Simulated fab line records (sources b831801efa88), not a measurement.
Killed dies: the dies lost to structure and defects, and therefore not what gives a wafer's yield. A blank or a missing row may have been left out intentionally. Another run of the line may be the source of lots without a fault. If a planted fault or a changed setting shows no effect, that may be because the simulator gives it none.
A struck lot beside a sound one    flow sfq_line    42 out of 325 route steps
Sound: wafers L687.2, L687.3, L687.6. Struck: wafers L697.1, L697.5. (L697.2 of the same lot was not struck and is left out.) The cause comes at the end.
Order at every step that has rows: each side's tool, ch and its chambers, its first start. Under that, the readings that differ: sound wafers    struck wafers    difference of the means    sigmas: that difference in standard deviations of wafers without a fault.
alike: readings with means less than 2 such deviations apart, plus words and numbers identical on both sides. not compared: withheld readings, readings lacking a value on some wafer, bounds such as >300 that could conceal the same value, and numbers that have no deviation in the record and whose values overlap.
Wherever a step has rows on one side only, a row that says differs or no value, or a row with sigmas, the two part there. Non-overlapping numbers with no deviation appear without sigmas and do not part them. Lack of a reading on every wafer of one side parts them only where that side has two or more wafers.

first, 6 steps without rows for these wafers: SFQ_TRILAYER_M1_LITHO_COAT_044 (resist thk 62 nm); SFQ_TRILAYER_M1_LITHO_COAT_039 (resist thk 600 nm); SFQ_TRILAYER_M1_LITHO_SOFTBAKE_043; SFQ_TRILAYER_M1_LITHO_EXPOSE_040 (exposes mask M1, target cd 500 nm); SFQ_TRILAYER_M1_LITHO_PEB_042 (peb time 60 s); SFQ_TRILAYER_M1_LITHO_DEVELOP_041 (time 60 s).
SFQ_M1_OVL_MEAS_911:
  sound: overlay-02 at day 18 00:25; struck: overlay-02 at day 23 13:30
  alike: M1_OVL
SFQ_TRILAYER_M1_BARC_OPEN_METAL_ETCH_054: etches BARC in O2, target depth 125 nm, time 41.7 s.
  sound on rie_metal-02 ch 1, day 18 00:27; struck on rie_metal-02 ch 0, day 23 13:32
  alike: drypump_motor_current_A, he_backside_leak_sccm, oes_product_au
  not compared: rf_hours_counter_h
then, 3 steps without rows for these wafers: SFQ_TRILAYER_M1_ETCH_METAL_ETCH_042 (etches Nb in Cl2/Ar, stops on SiO2, target depth 240 nm, time 120 s); SFQ_TRILAYER_M1_STRIP_STRIP_043 (strips in O2); SFQ_TRILAYER_M1_STRIP_SOLV_CLEAN_044 (cleans in NMP, time 600 s).
SFQ_TRILAYER_I1_DEP_PECVD_045: deposits SiO2 from SiH4/N2O, time 111.11 s, target thk 500 nm.
  sound on pecvd-01 ch 0,2, day 18 01:25; struck on pecvd-01 ch 0, day 23 14:31
  alike: heater_power_w, throttle_valve_pct
SFQ_TRILAYER_I1_CMP_CMP_046: polishes SiO2.
  sound on cmp-01 ch 0,1,3, day 18 02:29; struck on cmp-01 ch 0, day 23 14:35
reading                                              sound            struck       difference  sigmas
time_to_endpoint_s (s)                               207 217 215      242 248      +32         +4
model.SiO2_of_TRILAYER_I1_DEP_PECVD_045.thk_nm (nm)  199.2 201 199.1  149.5 147.9  -51.1       
  alike: motor_current_A, platen_rpm
SFQ_I1_BOW_MEAS_912:
  sound: film_metro-01 at day 18 04:31; struck: film_metro-01 at day 23 18:55
reading      sound   struck  difference                     sigmas
I1_BOW (um)  2 6 -3  - -     no value on the struck wafers  
SFQ_TRILAYER_I1_METRO_MEASURE_047:
  sound: film_metro-01 at day 18 04:49; struck: film_metro-01 at day 24 01:10
reading      sound              struck       difference  sigmas
thk_nm (nm)  199.4 200.9 199.1  149.5 147.8  -51.2       -46
then, 6 steps without rows for these wafers: SFQ_TRILAYER_I1_VIA_LITHO_COAT_054 (resist thk 62 nm); SFQ_TRILAYER_I1_VIA_LITHO_COAT_049 (resist thk 650 nm); SFQ_TRILAYER_I1_VIA_LITHO_SOFTBAKE_053; SFQ_TRILAYER_I1_VIA_LITHO_EXPOSE_050 (exposes mask I1, target cd 500 nm); SFQ_TRILAYER_I1_VIA_LITHO_PEB_052 (peb time 60 s); SFQ_TRILAYER_I1_VIA_LITHO_DEVELOP_051 (time 60 s).
-- the record jumps here: 6 days lie between the struck wafers' starts before and after --
SFQ_I1_OVL_MEAS_913:
  sound: overlay-02 at day 24 20:42; struck: overlay-01 at day 30 09:23
  alike: I1_OVL
SFQ_TRILAYER_I1_VIA_BARC_OPEN_VIA_ETCH_071: etches BARC in O2, target depth 125 nm, time 41.7 s.
  sound on rie_diel-03 ch 0,1,2, day 24 20:44; struck on rie_diel-04 ch 0,1, day 30 09:26
  alike: drypump_motor_current_A, oes_product_au
  not compared: rf_hours_counter_h
SFQ_TRILAYER_I1_VIA_ETCH_VIA_ETCH_052: etches SiO2 in CHF3, stops on Nb, target depth 260 nm.
  sound on rie_diel-03 ch 0,1,2, day 24 20:46; struck on rie_diel-04 ch 0,1, day 30 09:28
reading                         sound              struck       difference  sigmas
oes_product_au (a.u.)           0.862 0.863 0.853  0.733 0.730  -0.128      -25
model.I1.feature_depth_nm (nm)  199.2 201 199.1    149.5 147.9  -51.1       
model.etch.depth_nm (nm)        199.2 201 199.1    149.5 147.9  -51.1       
  alike: drypump_motor_current_A
SFQ_TRILAYER_I1_VIA_STRIP_STRIP_053: strips in O2.
  sound on rie_metal-03 ch 0,1, day 24 20:53; struck on rie_metal-04 ch 0,1, day 30 09:35
reading            sound              struck       difference  sigmas
platen_temp_c (C)  40.09 40.07 40.12  39.88 39.57  -0.37       -3
  alike: drypump_motor_current_A, he_backside_leak_sccm, oes_product_au
  not compared: rf_hours_counter_h
then, 3 steps without rows for these wafers: SFQ_TRILAYER_I1_VIA_STRIP_SOLV_CLEAN_054 (cleans in NMP, time 600 s); SFQ_TRILAYER_M2_DEP_PRE_CLEAN_056 (time 22.5 s); SFQ_TRILAYER_M2_DEP_SPUTTER_055 (material Nb, target thk 200 nm, time 133.3 s).
SFQ_M2_RS_MEAS_914: measures by four-point-probe.
  sound: film_metro-02 at day 24 21:48; struck: film_metro-01 at day 30 10:29
  alike: M2_NB_RS
then, 6 steps without rows for these wafers: SFQ_TRILAYER_M2_LITHO_COAT_062 (resist thk 62 nm); SFQ_TRILAYER_M2_LITHO_COAT_057 (resist thk 600 nm); SFQ_TRILAYER_M2_LITHO_SOFTBAKE_061; SFQ_TRILAYER_M2_LITHO_EXPOSE_058 (exposes mask M2, target cd 500 nm); SFQ_TRILAYER_M2_LITHO_PEB_060 (peb time 60 s); SFQ_TRILAYER_M2_LITHO_DEVELOP_059 (time 60 s).
-- the record jumps here: 6 days lie between the struck wafers' starts before and after --
SFQ_M2_OVL_MEAS_916:
  sound: overlay-02 at day 31 14:12; struck: overlay-01 at day 36 10:28
  alike: M2_OVL
then, 1 step without rows for these wafers: SFQ_TRILAYER_M2_BARC_OPEN_METAL_ETCH_077 (etches BARC in O2, target depth 125 nm, time 41.7 s).
SFQ_TRILAYER_M2_ETCH_METAL_ETCH_060: etches Nb in Cl2/Ar, stops on SiO2, target depth 240 nm, time 120 s.
  sound on rie_metal-02 ch 0,1, day 31 14:17; struck on rie_metal-01 ch 0,1, day 36 10:34
reading                                              sound            struck       difference  sigmas
model.SiO2_of_TRILAYER_I1_DEP_PECVD_045.thk_nm (nm)  191 192.7 190.9  141.2 139.7  -51.1       
  alike: drypump_motor_current_A, he_backside_leak_sccm, oes_product_au
  not compared: rf_hours_counter_h
then, 2 steps without rows for these wafers: SFQ_TRILAYER_M2_STRIP_STRIP_061 (strips in O2); SFQ_TRILAYER_M2_STRIP_SOLV_CLEAN_062 (cleans in NMP, time 600 s).
SFQ_TRILAYER_I2_DEP_PECVD_063: deposits SiO2 from SiH4/N2O, time 111.11 s, target thk 500 nm.
  sound on pecvd-02 ch 0,2, day 31 15:13; struck on pecvd-04 ch 1,2, day 36 11:28
  alike: heater_power_w, throttle_valve_pct
-- the record jumps here: 49 days lie between the struck wafers' starts before and after --
SFQ_M8_BOW_MEAS_951:
  sound: film_metro-03 at day 81 07:01; struck: film_metro-02 at day 84 23:30
reading                  sound              struck       difference  sigmas
model.etest.i1.link_ohm  1.986 1.981 1.983  1.887 1.889  -0.095      
  alike: M8_BOW

## WHERE THEY PART
Earliest at SFQ_TRILAYER_I1_CMP_CMP_046; latest, in this record, at SFQ_TRILAYER_I1_VIA_STRIP_STRIP_053. Later steps at which nothing parts them and some readings are alike: SFQ_M2_RS_MEAS_914, SFQ_M2_OVL_MEAS_916, SFQ_TRILAYER_M2_ETCH_METAL_ETCH_060, SFQ_TRILAYER_I2_DEP_PECVD_063, SFQ_M8_BOW_MEAS_951.

WHY: the cause the simulator had injected
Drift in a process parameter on cmp-01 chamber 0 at SFQ_TRILAYER_I1_CMP_CMP_046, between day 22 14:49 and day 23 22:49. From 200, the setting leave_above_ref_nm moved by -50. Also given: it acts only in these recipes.
